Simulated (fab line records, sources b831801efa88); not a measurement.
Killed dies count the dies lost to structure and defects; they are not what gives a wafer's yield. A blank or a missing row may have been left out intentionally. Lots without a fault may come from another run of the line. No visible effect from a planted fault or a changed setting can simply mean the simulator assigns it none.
Which of the tools did it? || flow sky130 || Sampling: 9 lots, 27 wafers, 5 of 708 route steps

WHAT EACH GAUGE READ, for each wafer
SKY_SONOS_ONO_THK_MEAS_03.
{"lot": "L485", "measured": "day 11 20:34", "on": "filmMetro-02", "SONOS_ONO_CVD_02_THK (nm)": "10.56 10.52 10.51"}
{"lot": "L486", "measured": "day 12 00:11", "on": "filmMetro-03", "SONOS_ONO_CVD_02_THK (nm)": "10.34 10.38 10.39"}
{"lot": "L487", "measured": "day 12 04:23", "on": "filmMetro-03", "SONOS_ONO_CVD_02_THK (nm)": "10.15 10.18 10.34"}
{"lot": "L491", "measured": "day 13 13:17", "on": "filmMetro-02", "SONOS_ONO_CVD_02_THK (nm)": "10.59 10.70 10.57"}
{"lot": "L492", "measured": "day 13 23:15", "on": "filmMetro-02", "SONOS_ONO_CVD_02_THK (nm)": "10.45 10.12 10.31"}
{"lot": "L495", "measured": "day 14 22:56", "on": "filmMetro-02", "SONOS_ONO_CVD_02_THK (nm)": "12.13 12.29 12.14"}
{"lot": "L496", "measured": "day 15 06:06", "on": "filmMetro-03", "SONOS_ONO_CVD_02_THK (nm)": "12.14 12.08 12.13"}
{"lot": "L507", "measured": "day 19 00:05", "on": "filmMetro-03", "SONOS_ONO_CVD_02_THK (nm)": "10.80 10.93 10.82"}
{"lot": "L508", "measured": "day 20 10:23", "on": "filmMetro-04", "SONOS_ONO_CVD_02_THK (nm)": "10.45 10.51 10.44"}

SKY_LDD_HVN_TW_MEAS_10.
{"lot": "L485", "measured": "day 20 14:01", "on": "filmMetro-04", "LDD_HVN_TW": "1457 1459 1459"}
{"lot": "L486", "measured": "day 20 19:29", "on": "filmMetro-01", "LDD_HVN_TW": "1460 1457 1458"}
{"lot": "L487", "measured": "day 21 00:17", "on": "filmMetro-01", "LDD_HVN_TW": "1469 1465 1465"}
{"lot": "L491", "measured": "day 22 13:04", "on": "filmMetro-04", "LDD_HVN_TW": "1442 1440 1442"}
{"lot": "L492", "measured": "day 23 03:14", "on": "filmMetro-03", "LDD_HVN_TW": "1421 1415 1410"}
{"lot": "L495", "measured": "day 24 03:32", "on": "filmMetro-04", "LDD_HVN_TW": "1437 1436 1440"}
{"lot": "L496", "measured": "day 24 12:21", "on": "filmMetro-01", "LDD_HVN_TW": "1454 1448 1450"}
{"lot": "L507", "measured": "day 28 15:43", "on": "filmMetro-03", "LDD_HVN_TW": "1414 1412 1412"}
{"lot": "L508", "measured": "day 29 10:00", "on": "filmMetro-03", "LDD_HVN_TW": "1420 1420 1414"}

WHAT TOOL EACH LOT RAN ON (gives the tool, then ch and the chambers of the sampled wafers, and finally the start)
{"lot": "L485", "SKY_NWELL_RTA_28": "rtpAnneal-02 ch 0, day 5 13:23", "SKY_SONOS_ONO_CVD_02": "lpcvd-02 ch 1, day 11 19:31", "SKY_POLY_GATE_ETCH_16": "rieDiel-03 ch 2,3, day 16 14:19"}
{"lot": "L486", "SKY_NWELL_RTA_28": "rtpAnneal-01 ch 0, day 5 15:31", "SKY_SONOS_ONO_CVD_02": "lpcvd-02 ch 0, day 11 23:08", "SKY_POLY_GATE_ETCH_16": "rieDiel-04 ch 0,3, day 16 20:49"}
{"lot": "L487", "SKY_NWELL_RTA_28": "rtpAnneal-01 ch 0, day 5 19:42", "SKY_SONOS_ONO_CVD_02": "lpcvd-02 ch 1, day 12 03:20", "SKY_POLY_GATE_ETCH_16": "rieDiel-04 ch 0,3, day 17 01:07"}
{"lot": "L491", "SKY_NWELL_RTA_28": "rtpAnneal-01 ch 0, day 6 18:56", "SKY_SONOS_ONO_CVD_02": "lpcvd-02 ch 1, day 13 12:14", "SKY_POLY_GATE_ETCH_16": "rieDiel-04 ch 0,1,3, day 18 14:43"}
{"lot": "L492", "SKY_NWELL_RTA_28": "rtpAnneal-02 ch 0, day 7 02:09", "SKY_SONOS_ONO_CVD_02": "lpcvd-02 ch 1, day 13 22:12", "SKY_POLY_GATE_ETCH_16": "rieDiel-03 ch 0,1,3, day 19 01:25"}
{"lot": "L495", "SKY_NWELL_RTA_28": "rtpAnneal-01 ch 0, day 7 22:37", "SKY_SONOS_ONO_CVD_02": "lpcvd-02 ch 0, day 14 21:53", "SKY_POLY_GATE_ETCH_16": "rieDiel-01 ch 0,1, day 20 06:16"}
{"lot": "L496", "SKY_NWELL_RTA_28": "rtpAnneal-02 ch 0, day 8 03:08", "SKY_SONOS_ONO_CVD_02": "lpcvd-02 ch 0, day 15 05:01", "SKY_POLY_GATE_ETCH_16": "rieDiel-01 ch 0,1,3, day 20 14:28"}
{"lot": "L507", "SKY_NWELL_RTA_28": "rtpAnneal-02 ch 0, day 10 21:26", "SKY_SONOS_ONO_CVD_02": "lpcvd-02 ch 0, day 18 23:02", "SKY_POLY_GATE_ETCH_16": "rieDiel-03 ch 0,1,2, day 24 20:55"}
{"lot": "L508", "SKY_NWELL_RTA_28": "rtpAnneal-01 ch 0, day 12 03:19", "SKY_SONOS_ONO_CVD_02": "lpcvd-02 ch 0, day 20 09:19", "SKY_POLY_GATE_ETCH_16": "rieDiel-04 ch 0,1,3, day 25 16:43"}
- SKY_NWELL_RTA_28: time 30 s.
- SKY_SONOS_ONO_CVD_02: deposits Si3N4 from DCS/NH3, target thk 10.5 nm, time 180 s.
- SKY_POLY_GATE_ETCH_16: etches Si3N4 in CH3F/O2, stops on poly-Si, time 147.5 s, target depth 75 nm.

WHAT THE TOOLS THEMSELVES READ (means of the sampled wafers that have a number; where no wafer has one, the mark that the record gives instead)
SKY_NWELL_RTA_28.
{"lot": "L485", "tool": "rtpAnneal-02", "lampPowerPct (%)": 25.29, "wafer_temp_C_max": 1054.2}
{"lot": "L486", "tool": "rtpAnneal-01", "lampPowerPct (%)": 25.30, "wafer_temp_C_max": 1054.3}
{"lot": "L487", "tool": "rtpAnneal-01", "lampPowerPct (%)": 25.34, "wafer_temp_C_max": 1054.8}
{"lot": "L491", "tool": "rtpAnneal-01", "lampPowerPct (%)": 25.29, "wafer_temp_C_max": 1054.9}
{"lot": "L492", "tool": "rtpAnneal-02", "lampPowerPct (%)": 25.29, "wafer_temp_C_max": 1055.0}
{"lot": "L495", "tool": "rtpAnneal-01", "lampPowerPct (%)": 25.29, "wafer_temp_C_max": 1054.6}
{"lot": "L496", "tool": "rtpAnneal-02", "lampPowerPct (%)": 25.24, "wafer_temp_C_max": 1054.0}
{"lot": "L507", "tool": "rtpAnneal-02", "lampPowerPct (%)": 25.31, "wafer_temp_C_max": 1055.4}
{"lot": "L508", "tool": "rtpAnneal-01", "lampPowerPct (%)": 25.29, "wafer_temp_C_max": 1055.7}

SKY_POLY_GATE_ETCH_16.
{"lot": "L485", "tool": "rieDiel-03", "drypumpMotorCurrentA (A)": 6.1, "oesProductAu (a.u.)": 0.639, "throttleValvePct (%)": 10.538}
{"lot": "L486", "tool": "rieDiel-04", "drypumpMotorCurrentA (A)": 5.8, "oesProductAu (a.u.)": 0.642, "throttleValvePct (%)": 10.531}
{"lot": "L487", "tool": "rieDiel-04", "drypumpMotorCurrentA (A)": 5.8, "oesProductAu (a.u.)": 0.647, "throttleValvePct (%)": 10.533}
{"lot": "L491", "tool": "rieDiel-04", "drypumpMotorCurrentA (A)": 5.9, "oesProductAu (a.u.)": 0.639, "throttleValvePct (%)": 10.532}
{"lot": "L492", "tool": "rieDiel-03", "drypumpMotorCurrentA (A)": 6.0, "oesProductAu (a.u.)": 0.643, "throttleValvePct (%)": 10.540}
{"lot": "L495", "tool": "rieDiel-01", "drypumpMotorCurrentA (A)": 5.7, "oesProductAu (a.u.)": 0.644, "throttleValvePct (%)": 10.531}
{"lot": "L496", "tool": "rieDiel-01", "drypumpMotorCurrentA (A)": 5.6, "oesProductAu (a.u.)": 0.642, "throttleValvePct (%)": 10.545}
{"lot": "L507", "tool": "rieDiel-03", "drypumpMotorCurrentA (A)": 5.9, "oesProductAu (a.u.)": 0.639, "throttleValvePct (%)": 10.528}
{"lot": "L508", "tool": "rieDiel-04", "drypumpMotorCurrentA (A)": 5.9, "oesProductAu (a.u.)": 0.641, "throttleValvePct (%)": 10.538}

THE ANSWER, worked out from the rows above alone
Rule: the usual values come from the lots themselves. Put in order of their means at a reading, lots are off if they are a third of the lots or fewer, leave a main group of 4 or more, and stand apart from it by a gap of 3 or more times the standard deviation of the main group's means; of several such gaps the widest counts. The tables above print the reading to a certain number of digits; a main group whose means all agree to those digits is not used. A lot without any number at a reading at which 4 lots or more have one is off too. All remaining lots with rows at the step are treated as sound. After the gauges, taken in route order, come the tools' own readings; for these a lot's mean is taken, as printed above. At the first step where some lot is off, the reading lying furthest off is the one used; lots without a number count as furthest.
Off: L495, L496, at SKY_SONOS_ONO_THK_MEAS_03 (SONOS_ONO_CVD_02_THK). For the main group the mean is 10.48 nm and the standard deviation 0.2.
A tool fits if, at a process step before that reading, it ran every lot that is off, and no sound lot after the first of them. Gauges at SKY_SONOS_ONO_THK_MEAS_03: tried the same way as those tools. Not one of the candidates tried fits.

WHAT HAD BEEN PUT IN BY THE SIMULATOR
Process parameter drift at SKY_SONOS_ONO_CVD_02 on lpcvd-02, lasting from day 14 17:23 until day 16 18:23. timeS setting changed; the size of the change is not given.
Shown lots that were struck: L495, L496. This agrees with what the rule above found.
